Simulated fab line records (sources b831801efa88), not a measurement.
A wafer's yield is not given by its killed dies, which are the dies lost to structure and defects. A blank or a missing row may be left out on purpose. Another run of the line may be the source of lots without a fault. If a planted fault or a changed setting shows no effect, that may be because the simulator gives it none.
Matching of chambers + flow gf180mcu + cmp-01 running GF_V2_CMP_04: 4 sister chambers
The step polishes SiO2. 8 wafers are shown with their chamber, then 11 later ones without.

WAFERS PAIRED WITH THEIR CHAMBERS
| wafer  | chamber | motor_current_A (A) | time_to_endpoint_s (s) |
|--------|---------|---------------------|------------------------|
| L079.3 | 3       | 11.7                | 83                     |
| L082.6 | 3       | 10.5                | 84                     |
| L086.1 | 1       | 11.6                | 77                     |
| L086.2 | 2       | 10.7                | 77                     |
| L088.1 | 0       | 10.8                | 74                     |
| L088.3 | 2       | 11.1                | 78                     |
| L088.5 | 0       | 11.2                | 78                     |
| L090.2 | 1       | 11.4                | 80                     |

WAFERS WHOSE CHAMBER IS MISSING
| wafer  | motor_current_A (A) | time_to_endpoint_s (s) |
|--------|---------------------|------------------------|
| L090.3 | 11.1                | 81                     |
| L090.5 | 11.1                | 80                     |
| L090.1 | 10.5                | 78                     |
| L090.4 | 10.8                | 86                     |
| L090.6 | 11.8                | 88                     |
| L095.2 | 10.2                | 72                     |
| L095.5 | 10.9                | 77                     |
| L095.6 | 11.0                | 78                     |
| L097.4 | 12.2                | 79                     |
| L097.5 | 10.9                | 79                     |
| L097.6 | 11.0                | 78                     |

WHICH CHAMBER EACH WENT THROUGH
| wafer  | from the rows above               | in truth                   |
|--------|-----------------------------------|----------------------------|
| L090.3 | can't be placed: 3 or 1 or 2 or 0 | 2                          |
| L090.5 | can't be placed: 1 or 2 or 3 or 0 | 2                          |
| L090.1 | can't be placed: 2 or 0 or 1      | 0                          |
| L090.4 | 3                                 | 3                          |
| L090.6 | 3                                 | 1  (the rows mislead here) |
| L095.2 | can't be placed: 0 or 2 or 1      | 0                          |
| L095.5 | can't be placed: 2 or 0 or 1      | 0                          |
| L095.6 | can't be placed: 2 or 0 or 1      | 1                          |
| L097.4 | can't be placed: 1 or 2 or 0 or 3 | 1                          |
| L097.5 | can't be placed: 2 or 1 or 0 or 3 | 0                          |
| L097.6 | can't be placed: 2 or 0 or 1      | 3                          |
Correct placement for 1 of the 11. Can't be placed from these rows: 9 (the true chamber is among the candidates in 8). Number placed wrongly: 1.
How it was worked out, from the rows above alone: a wafer's distance from a chamber is the root of the sum, over the readings, of the square of ((its reading less the chamber's mean) divided by the reading's scatter). The wafer belongs to the nearest chamber; if the next one is less than 2 further off, it can't be placed. Each chamber's mean is taken over the wafers shown for it. The scatter: the root of (the sum of the squares of (reading less its chamber's mean) over the shown wafers, divided by (wafers less chambers)).
